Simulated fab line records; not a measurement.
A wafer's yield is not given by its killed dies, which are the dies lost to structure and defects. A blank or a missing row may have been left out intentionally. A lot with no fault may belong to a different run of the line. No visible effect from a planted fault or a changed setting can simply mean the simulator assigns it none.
Chamber matching -- flow sky130 -- cmp-01 running SKY_LI_CONTACT_CMP_02: 4 sister chambers
The step polishes PSG. 4 wafers are shown with their chamber, then 7 later ones without.

WAFERS PAIRED WITH THEIR CHAMBERS
wafer,chamber,motorCurrentA (A)
L829.2,3,12.7
L835.2,1,14.3
L837.1,2,12.3
L837.4,0,13.0

WAFERS WHOSE CHAMBER IS MISSING
wafer,motorCurrentA (A)
L837.5,14.0
L839.2,13.6
L839.3,12.5
L839.6,11.7
L848.2,12.8
L848.4,12.9
L848.5,14.9

WHICH CHAMBER EACH WENT THROUGH
wafer,from the rows above,in truth
L837.5,can't be placed: 1 or 0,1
L839.2,can't be placed: 0 or 1 or 3 or 2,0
L839.3,can't be placed: 2 or 3 or 0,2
L839.6,can't be placed: 2 or 3 or 0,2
L848.2,can't be placed: 3 or 0 or 2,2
L848.4,can't be placed: 0 or 3 or 2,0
L848.5,1,1
Correct placement for 1 of the 7. From these rows, 6 cannot be placed; in 6 the true chamber is one of the candidates. Number placed wrongly: 0.
How it was worked out, from the rows above alone: a wafer's distance from a chamber is the root of the sum, over the readings, of the square of ((its reading less the chamber's mean) divided by the reading's scatter). If the next closest chamber is less than 2 further off than the closest, the wafer can't be placed; otherwise it belongs to the closest. The mean given for a chamber averages the wafers shown for that chamber. The scatter: with one shown wafer a chamber, the root of the mean of the squares of how far each hidden wafer lies from its nearest shown one.
